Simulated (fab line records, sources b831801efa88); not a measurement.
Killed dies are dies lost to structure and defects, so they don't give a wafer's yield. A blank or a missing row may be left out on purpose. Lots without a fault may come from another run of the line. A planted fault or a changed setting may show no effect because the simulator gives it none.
Chamber matching | flow sfq_line | SFQ_TRILAYER_I3_DEP_PECVD_081 on pecvd-04: 3 sister chambers
The step deposits SiO2 from SiH4/N2O, time 111.11 s, target thk 500 nm. 3 wafers are shown with their chamber, then 8 later ones without.

WAFERS WITH THEIR CHAMBER
wafer  | chamber | throttle_valve_pct (%)
L730.2 | 0       | 23.6
L730.6 | 2       | 22.6
L737.1 | 1       | 24.7

WAFERS WITHOUT THEIR CHAMBER
wafer  | throttle_valve_pct (%)
L737.2 | 23.6
L737.6 | 24.8
L743.1 | 24.5
L743.2 | 23.7
L743.3 | 24.0
L744.2 | 24.8
L744.4 | 24.5
L744.5 | 23.6

WHICH CHAMBER EACH WENT THROUGH
wafer  | from the rows above     | in truth
L737.2 | 0                       | 0
L737.6 | 1                       | 1
L743.1 | 1                       | 1
L743.2 | 0                       | 0
L743.3 | can't be placed: 0 or 1 | 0
L744.2 | 1                       | 1
L744.4 | 1                       | 1
L744.5 | 0                       | 0
Placed correctly: 7 of 8. Can't be placed from these rows: 1 (the true chamber is among the candidates in 1). Placed wrongly: 0.
How it was worked out, from the rows above alone: a wafer's distance from a chamber is the root of the sum, over the readings, of the square of ((its reading less the chamber's mean) divided by the reading's scatter). The wafer belongs to the nearest chamber; if the next one is less than 2 further off, it can't be placed. A chamber's mean is the mean of its shown wafers. The scatter: with one shown wafer a chamber, the root of the mean of the squares of how far each hidden wafer lies from its nearest shown one.
